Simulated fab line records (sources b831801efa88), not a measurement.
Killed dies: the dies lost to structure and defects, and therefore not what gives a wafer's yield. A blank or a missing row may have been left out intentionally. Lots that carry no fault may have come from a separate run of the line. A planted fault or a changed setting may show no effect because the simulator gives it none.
A single fault, viewed from 2 desks	flow gf180mcu	each desk has only its own numbers; what lay behind them comes last

THE TOOL OWNER'S DESK: implanter-01
The tool's own readings at GF_DNWELL_IMPLANT_07: means of the sampled wafers that have a number, for each lot that ran on this tool. A lot is out of limits, marked OUT, if its mean lies more than 4 standard deviations from the usual mean; the brackets give that distance.
Columns: A = dose-ions-cm2 at GF_DNWELL_IMPLANT_07, usual 9.999e+12; B = faraday-current-uA at GF_DNWELL_IMPLANT_07, usual 56.3
lot	first seen here	A	B
L537	day 2 19:05	1.002e+13	55.9
L538	day 2 23:38	1.001e+13	56.2
L543	day 4 01:08	1.001e+13	56.5
L544	day 4 07:05	7.994e+12 (-99 or more) OUT	45.0 (-11) OUT
L547	day 4 22:59	8.001e+12 (-99 or more) OUT	45.2 (-11) OUT
This desk's finding: out of limits on L544, L547; first on L544, day 4 07:05 (dose-ions-cm2 at GF_DNWELL_IMPLANT_07). In limits: L537, L538, L543.

AT THE METROLOGY DESK
Lot by lot, what the gauges showed, no matter which tool ran the lot: averages of those sampled wafers that carry a number. A lot is out of limits, marked OUT, if its mean lies more than 4 standard deviations from the usual mean; the brackets give that distance.
Columns: A = INCOMING_BOW at GF_STI_BOW_MEAS_00, usual 1 um; B = STI_OXIDATION_THK at GF_STI_THK_MEAS_02, usual 10.12 nm; C = DNWELL_TW at GF_DNWELL_TW_MEAS_09, usual 1342
lot	first seen here	A	B	C
L537	day 1 10:02	2	9.81	1334
L538	day 1 15:01	2	10.01	1333
L543	day 2 16:02	9	10.31	1340
L544	day 2 21:00	-1	9.70	1238 (-8.0) OUT
L547	day 3 12:00	-0	10.04	1251 (-7.0) OUT
L549	day 3 22:00	3	10.25	1330
L550	day 4 03:04	-1	10.28	1373
L551	day 4 08:00	3	10.21	1330
L553	day 4 18:04	2	10.17	1345
L554	day 4 23:00	-6	10.47	1370
L558	day 5 19:02	-3	10.16	1333
L559	day 6 00:00	4	10.22	1364
L560	day 6 05:04	-6	10.26	1335
Per this desk, out of limits: L544, L547; the first was L544, day 4 07:20 (DNWELL_TW at GF_DNWELL_TW_MEAS_09). In limits: L537, L538, L543, L549, L550, L551, L553, L554, L558, L559, L560.

BROUGHT TOGETHER
On L544, L547, at day 4 07:05, an alarm was possible from the tool owner's desk.
L544, L547 would have let the metrology desk raise an alarm at day 4 07:20.
On implanter-01, each named lot ran GF_DNWELL_IMPLANT_07.

WHAT WAS PUT IN BY THE SIMULATOR
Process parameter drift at GF_DNWELL_IMPLANT_07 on implanter-01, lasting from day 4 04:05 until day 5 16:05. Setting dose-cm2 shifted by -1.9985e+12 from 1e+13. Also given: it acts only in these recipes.
Struck lots among those shown: L544, L547.
Fault start to first reading out of limits, in hours, per desk: tool owner, 3; metrology, 3.
